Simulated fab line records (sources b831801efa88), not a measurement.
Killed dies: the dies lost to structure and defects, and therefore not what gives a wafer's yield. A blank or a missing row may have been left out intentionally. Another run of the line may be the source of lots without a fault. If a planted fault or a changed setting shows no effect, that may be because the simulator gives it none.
Which tool was responsible? / flow gf180mcu / 12 lots, 36 wafers sampled, at 6 steps of a route of 602

WHAT THE GAUGES READ, wafer by wafer
GF_NSD_OVL_MEAS_08. Usual: for NSD_OVL the level is -0.5 nm and the standard deviation is 1.3.
lot=L484; measured=day 13 16:31; on=overlay-02; NSD_OVL (nm)=-1.8 -2.1 -1.6; flag=
lot=L486; measured=day 14 06:17; on=overlay-02; NSD_OVL (nm)=-1.7 -1.4 -2.4; flag=
lot=L487; measured=day 14 11:28; on=overlay-02; NSD_OVL (nm)=0.3 -0.8 1.5; flag=
lot=L496; measured=day 17 07:40; on=overlay-01; NSD_OVL (nm)=0.8 -0.7 -0.7; flag=
lot=L497; measured=day 18 00:56; on=overlay-02; NSD_OVL (nm)=-0.7 -1.5 1.3; flag=
lot=L498; measured=day 18 04:55; on=overlay-02; NSD_OVL (nm)=-1.4 -1.2 -0.4; flag=
lot=L499; measured=day 18 13:22; on=overlay-01; NSD_OVL (nm)=0.8 0.5 2.8; flag=
lot=L501; measured=day 19 03:52; on=overlay-01; NSD_OVL (nm)=-1.0 0.1 -1.6; flag=
lot=L503; measured=day 19 23:05; on=overlay-01; NSD_OVL (nm)=-1.7 0.7 -2.6; flag=
lot=L504; measured=day 20 08:13; on=overlay-01; NSD_OVL (nm)=2.2 0.9 -0.2; flag=
lot=L505; measured=day 20 14:28; on=overlay-02; NSD_OVL (nm)=-0.4 -1.7 -1.1; flag=
lot=L506; measured=day 21 00:41; on=overlay-02; NSD_OVL (nm)=-0.8 -0.4 -0.3; flag=

GF_SAB_OVL_MEAS_10. Usual: for SAB_OVL the level is 0.7 nm and the standard deviation is 1.2.
lot=L484; measured=day 15 11:26; on=overlay-01; SAB_OVL (nm)=0.7 0.8 1.3; flag=
lot=L486; measured=day 16 02:10; on=overlay-01; SAB_OVL (nm)=-0.5 0.6 0.8; flag=
lot=L487; measured=day 16 08:22; on=overlay-02; SAB_OVL (nm)=-0.3 2.0 1.2; flag=
lot=L496; measured=day 19 07:48; on=overlay-02; SAB_OVL (nm)=0.0 -0.3 0.5; flag=
lot=L497; measured=day 20 02:11; on=overlay-02; SAB_OVL (nm)=-0.3 0.5 2.1; flag=
lot=L498; measured=day 20 06:56; on=overlay-02; SAB_OVL (nm)=1.1 0.9 0.5; flag=
lot=L499; measured=day 20 14:46; on=overlay-01; SAB_OVL (nm)=1.2 1.9 1.2; flag=
lot=L501; measured=day 21 05:16; on=overlay-01; SAB_OVL (nm)=1.3 0.9 1.7; flag=
lot=L503; measured=day 21 23:44; on=overlay-02; SAB_OVL (nm)=2.6 1.2 2.3; flag=
lot=L504; measured=day 22 08:15; on=overlay-02; SAB_OVL (nm)=1.0 2.2 1.0; flag=
lot=L505; measured=day 22 14:28; on=overlay-02; SAB_OVL (nm)=-0.1 0.1 -0.3; flag=
lot=L506; measured=day 23 00:48; on=overlay-01; SAB_OVL (nm)=-0.1 -0.9 0.5; flag=

GF_SALICIDE_RS_MEAS_04: uses a four-point probe to measure. Usual: for SALICIDE_TIN_RS the level is 16.5 ohm/sq and the standard deviation is 0.36.
lot=L484; measured=day 15 12:01; on=film metro-03; SALICIDE_TIN_RS (ohm/sq)=16.2 16.8 15.9; flag=
lot=L486; measured=day 16 02:37; on=film metro-02; SALICIDE_TIN_RS (ohm/sq)=15.8 16.6 15.7; flag=
lot=L487; measured=day 16 08:49; on=film metro-02; SALICIDE_TIN_RS (ohm/sq)=16.7 16.6 16.4; flag=
lot=L496; measured=day 19 08:15; on=film metro-04; SALICIDE_TIN_RS (ohm/sq)=16.6 15.1 16.2 16.6 15.0 16.2; flag=
lot=L497; measured=day 20 02:38; on=film metro-02; SALICIDE_TIN_RS (ohm/sq)=16.8 16.6 16.7; flag=
lot=L498; measured=day 20 07:22; on=film metro-02; SALICIDE_TIN_RS (ohm/sq)=16.6 17.0 16.9; flag=
lot=L499; measured=day 20 15:24; on=film metro-02; SALICIDE_TIN_RS (ohm/sq)=16.7 16.8 16.7; flag=
lot=L501; measured=day 21 05:41; on=film metro-04; SALICIDE_TIN_RS (ohm/sq)=17.1 16.3 17.3; flag=
lot=L503; measured=day 22 00:11; on=film metro-04; SALICIDE_TIN_RS (ohm/sq)=16.7 16.6 16.6; flag=
lot=L504; measured=day 22 08:41; on=film metro-04; SALICIDE_TIN_RS (ohm/sq)=16.8 16.5 16.1; flag=
lot=L505; measured=day 22 14:56; on=film metro-02; SALICIDE_TIN_RS (ohm/sq)=16.0 16.5 16.2; flag=
lot=L506; measured=day 23 01:15; on=film metro-02; SALICIDE_TIN_RS (ohm/sq)=16.7 16.2 16.3; flag=

GF_SALICIDE_THK_MEAS_05: measures by xrf. Usual: for SALICIDE_TIN_THK the level is 20.1 nm and the standard deviation is 0.34.
lot=L484; measured=day 15 12:08; on=film metro-03; SALICIDE_TIN_THK (nm)=19.9 19.9 20.8; flag=
lot=L486; measured=day 16 02:43; on=film metro-02; SALICIDE_TIN_THK (nm)=20.2 20.1 20.8; flag=
lot=L487; measured=day 16 08:56; on=film metro-02; SALICIDE_TIN_THK (nm)=20.3 20.1 20.3; flag=
lot=L496; measured=day 19 15:02; on=film metro-04; SALICIDE_TIN_THK (nm)=20.3 26.5 20.0 20.2 26.4 20.2; flag=OFF
lot=L497; measured=day 20 02:44; on=film metro-02; SALICIDE_TIN_THK (nm)=20.0 20.2 20.1; flag=
lot=L498; measured=day 20 07:29; on=film metro-02; SALICIDE_TIN_THK (nm)=19.7 20.1 19.6; flag=
lot=L499; measured=day 20 15:29; on=film metro-02; SALICIDE_TIN_THK (nm)=20.4 20.4 19.8; flag=
lot=L501; measured=day 21 05:48; on=film metro-04; SALICIDE_TIN_THK (nm)=19.7 19.7 19.6; flag=
lot=L503; measured=day 22 00:17; on=film metro-04; SALICIDE_TIN_THK (nm)=20.0 20.4 20.3; flag=
lot=L504; measured=day 22 08:48; on=film metro-04; SALICIDE_TIN_THK (nm)=20.4 20.8 20.7; flag=
lot=L505; measured=day 22 15:03; on=film metro-02; SALICIDE_TIN_THK (nm)=20.7 20.5 20.2; flag=
lot=L506; measured=day 23 01:22; on=film metro-02; SALICIDE_TIN_THK (nm)=19.4 19.7 19.5; flag=

WHICH TOOL RAN EACH LOT (tool, then ch and the chambers of the sampled wafers, then the start)
lot=L484; GF_PSD_STRIP_10=plasma asher-03 ch 0,1, day 14 13:43; GF_SALICIDE_SPUTTER_03=pvd sputter-04, day 15 11:59
lot=L486; GF_PSD_STRIP_10=plasma asher-03 ch 0,1, day 15 04:07; GF_SALICIDE_SPUTTER_03=pvd sputter-04, day 16 02:34
lot=L487; GF_PSD_STRIP_10=plasma asher-03 ch 0,1, day 15 09:52; GF_SALICIDE_SPUTTER_03=pvd sputter-04, day 16 08:47
lot=L496; GF_PSD_STRIP_10=plasma asher-01 ch 1, day 18 07:43; GF_SALICIDE_SPUTTER_03=pvd sputter-04, day 19 08:12
lot=L497; GF_PSD_STRIP_10=plasma asher-01 ch 0,1, day 19 01:13; GF_SALICIDE_SPUTTER_03=pvd sputter-03, day 20 02:35
lot=L498; GF_PSD_STRIP_10=plasma asher-01 ch 0,1, day 19 05:50; GF_SALICIDE_SPUTTER_03=pvd sputter-03, day 20 07:19
lot=L499; GF_PSD_STRIP_10=plasma asher-01 ch 0,1, day 19 14:34; GF_SALICIDE_SPUTTER_03=pvd sputter-03, day 20 15:10
lot=L501; GF_PSD_STRIP_10=plasma asher-04 ch 0,1, day 20 04:31; GF_SALICIDE_SPUTTER_03=pvd sputter-02, day 21 05:40
lot=L503; GF_PSD_STRIP_10=plasma asher-01 ch 0,1, day 20 23:52; GF_SALICIDE_SPUTTER_03=pvd sputter-02, day 22 00:08
lot=L504; GF_PSD_STRIP_10=plasma asher-04 ch 0,1, day 21 08:41; GF_SALICIDE_SPUTTER_03=pvd sputter-03, day 22 08:38
lot=L505; GF_PSD_STRIP_10=plasma asher-04 ch 0,1, day 21 15:01; GF_SALICIDE_SPUTTER_03=pvd sputter-04, day 22 14:54
lot=L506; GF_PSD_STRIP_10=plasma asher-04 ch 0,1, day 22 01:23; GF_SALICIDE_SPUTTER_03=pvd sputter-04, day 23 01:13
- GF_PSD_STRIP_10: strips in O2/N2.
- GF_SALICIDE_SPUTTER_03: material TiN, target thk 20 nm, time 16.7 s.

AS READ BY THE TOOLS THEMSELVES (means over the sampled wafers that have a number; for cases with no such wafer, the mark the record gives instead)
GF_PSD_STRIP_10. Usual: drypump motor current A 5.8 A, standard deviation 0.36; heater power w 332 W, standard deviation 41; oes product au 0.592 a.u., standard deviation 0.0046; strip time to endpoint s 16.53 s, standard deviation 0.043.
lot=L484; tool=plasma asher-03; drypump motor current A (A)=5.5; heater power w (W)=312; oes product au (a.u.)=0.593; strip time to endpoint s (s)=16.52; flag=
lot=L486; tool=plasma asher-03; drypump motor current A (A)=5.5; heater power w (W)=311; oes product au (a.u.)=0.596; strip time to endpoint s (s)=16.50; flag=
lot=L487; tool=plasma asher-03; drypump motor current A (A)=5.6; heater power w (W)=312; oes product au (a.u.)=0.596; strip time to endpoint s (s)=16.48; flag=
lot=L496; tool=plasma asher-01; drypump motor current A (A)=5.5; heater power w (W)=323; oes product au (a.u.)=0.591; strip time to endpoint s (s)=16.49; flag=
lot=L497; tool=plasma asher-01; drypump motor current A (A)=5.9; heater power w (W)=339; oes product au (a.u.)=0.592; strip time to endpoint s (s)=16.55; flag=
lot=L498; tool=plasma asher-01; drypump motor current A (A)=6.1; heater power w (W)=357; oes product au (a.u.)=0.588; strip time to endpoint s (s)=16.50; flag=
lot=L499; tool=plasma asher-01; drypump motor current A (A)=5.9; heater power w (W)=339; oes product au (a.u.)=0.589; strip time to endpoint s (s)=16.53; flag=
lot=L501; tool=plasma asher-04; drypump motor current A (A)=5.7; heater power w (W)=326; oes product au (a.u.)=0.595; strip time to endpoint s (s)=16.48; flag=
lot=L503; tool=plasma asher-01; drypump motor current A (A)=6.1; heater power w (W)=357; oes product au (a.u.)=0.592; strip time to endpoint s (s)=16.46; flag=
lot=L504; tool=plasma asher-04; drypump motor current A (A)=6.0; heater power w (W)=361; oes product au (a.u.)=0.591; strip time to endpoint s (s)=16.63; flag=
lot=L505; tool=plasma asher-04; drypump motor current A (A)=5.7; heater power w (W)=331; oes product au (a.u.)=0.591; strip time to endpoint s (s)=16.63; flag=
lot=L506; tool=plasma asher-04; drypump motor current A (A)=6.0; heater power w (W)=366; oes product au (a.u.)=0.595; strip time to endpoint s (s)=16.51; flag=

GF_SALICIDE_SPUTTER_03. Usual: cathode dc power W 6500.1 W, standard deviation 1.2; throttle valve pct 30.3 %, standard deviation 1.2.
lot=L484; tool=pvd sputter-04; cathode dc power W (W)=6499.3; throttle valve pct (%)=29.6; flag=
lot=L486; tool=pvd sputter-04; cathode dc power W (W)=6499.0; throttle valve pct (%)=30.7; flag=
lot=L487; tool=pvd sputter-04; cathode dc power W (W)=6499.9; throttle valve pct (%)=30.7; flag=
lot=L496; tool=pvd sputter-04; cathode dc power W (W)=7205.9; throttle valve pct (%)=30.7; flag=OFF
lot=L497; tool=pvd sputter-03; cathode dc power W (W)=6500.4; throttle valve pct (%)=30.3; flag=
lot=L498; tool=pvd sputter-03; cathode dc power W (W)=6499.9; throttle valve pct (%)=31.2; flag=
lot=L499; tool=pvd sputter-03; cathode dc power W (W)=6500.4; throttle valve pct (%)=29.4; flag=
lot=L501; tool=pvd sputter-02; cathode dc power W (W)=6501.8; throttle valve pct (%)=30.8; flag=
lot=L503; tool=pvd sputter-02; cathode dc power W (W)=6499.7; throttle valve pct (%)=30.8; flag=
lot=L504; tool=pvd sputter-03; cathode dc power W (W)=6500.8; throttle valve pct (%)=29.9; flag=
lot=L505; tool=pvd sputter-04; cathode dc power W (W)=6500.8; throttle valve pct (%)=30.9; flag=
lot=L506; tool=pvd sputter-04; cathode dc power W (W)=6499.3; throttle valve pct (%)=29.6; flag=

THE ANSWER, worked out from the rows above alone
Rule: a lot counts as off when the mean over its wafers that have a number is more than 3 standard deviations away from the usual mean. A lot without any number at a reading at which 4 lots or more have one is off too. Where the step has rows for the other lots, those lots are counted as sound. Order of review: gauges by route order, followed by the tools' own readings, for which a lot's mean as printed above is used. The first step at which some lot is off is used, and at that step the reading that is off furthest; a lot without a number counts as furthest.
Off: at GF_SALICIDE_THK_MEAS_05 (SALICIDE_TIN_THK), L496.
If a tool, at a process step before that reading, ran all the lots that are off and no sound lot after the first of them, it fits. The gauges at GF_SALICIDE_THK_MEAS_05 aren't tried: what is off there is off at GF_SALICIDE_SPUTTER_03 too, on other tools, and a gauge's error can't cause that. None of those tried fits.

WHAT WAS PUT IN BY THE SIMULATOR
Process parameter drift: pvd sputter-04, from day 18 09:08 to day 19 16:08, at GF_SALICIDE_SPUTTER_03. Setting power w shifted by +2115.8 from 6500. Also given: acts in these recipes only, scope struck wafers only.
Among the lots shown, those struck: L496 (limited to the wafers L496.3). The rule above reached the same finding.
